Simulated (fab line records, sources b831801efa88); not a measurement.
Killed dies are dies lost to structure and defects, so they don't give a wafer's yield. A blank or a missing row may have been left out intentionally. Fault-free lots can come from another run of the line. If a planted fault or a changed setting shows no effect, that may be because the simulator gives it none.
Matching of chambers | flow gf180mcu | GF_V2_CMP_04 on cmp-02: 4 sister chambers
The step polishes SiO2. 8 wafers are shown with their chamber, then 7 later ones without.

== WAFERS PAIRED WITH THEIR CHAMBERS ==
wafer  | chamber | motorCurrentA (A) | timeToEndpointS (s)
L785.3 | 2       | 12.4              | 71
L787.1 | 2       | 12.7              | 80
L787.4 | 3       | 12.6              | 81
L791.2 | 3       | 13.2              | 80
L791.5 | 0       | 11.0              | 85
L791.6 | 1       | 12.3              | 76
L793.2 | 0       | 11.0              | 73
L794.2 | 1       | 12.2              | 63

== WAFERS WITHOUT THEIR CHAMBER ==
wafer  | motorCurrentA (A) | timeToEndpointS (s)
L795.2 | 12.2              | 70
L802.3 | 13.4              | 83
L802.4 | 11.1              | 80
L802.6 | 12.0              | 82
L806.3 | 13.1              | 79
L806.4 | 12.5              | 85
L806.6 | 12.1              | 84

== CHAMBER TAKEN BY EACH ==
wafer  | from the rows above          | in truth
L795.2 | can't be placed: 1 or 2      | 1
L802.3 | can't be placed: 3 or 2      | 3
L802.4 | 0                            | 0
L802.6 | can't be placed: 1 or 2 or 3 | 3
L806.3 | can't be placed: 3 or 2      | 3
L806.4 | can't be placed: 2 or 3 or 1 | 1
L806.6 | can't be placed: 1 or 2 or 3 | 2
1 of 7 placed correctly. From these rows, 6 cannot be placed; in 6 the true chamber is one of the candidates. Placed wrongly: 0.
How it was worked out, from the rows above alone: a wafer's distance from a chamber is the root of the sum, over the readings, of the square of ((its reading less the chamber's mean) divided by the reading's scatter). The wafer belongs to the nearest chamber; if the next one is less than 2 further off, it can't be placed. The mean given for a chamber averages the wafers shown for that chamber. The scatter: the root of (the sum of the squares of (reading less its chamber's mean) over the shown wafers, divided by (wafers less chambers)).
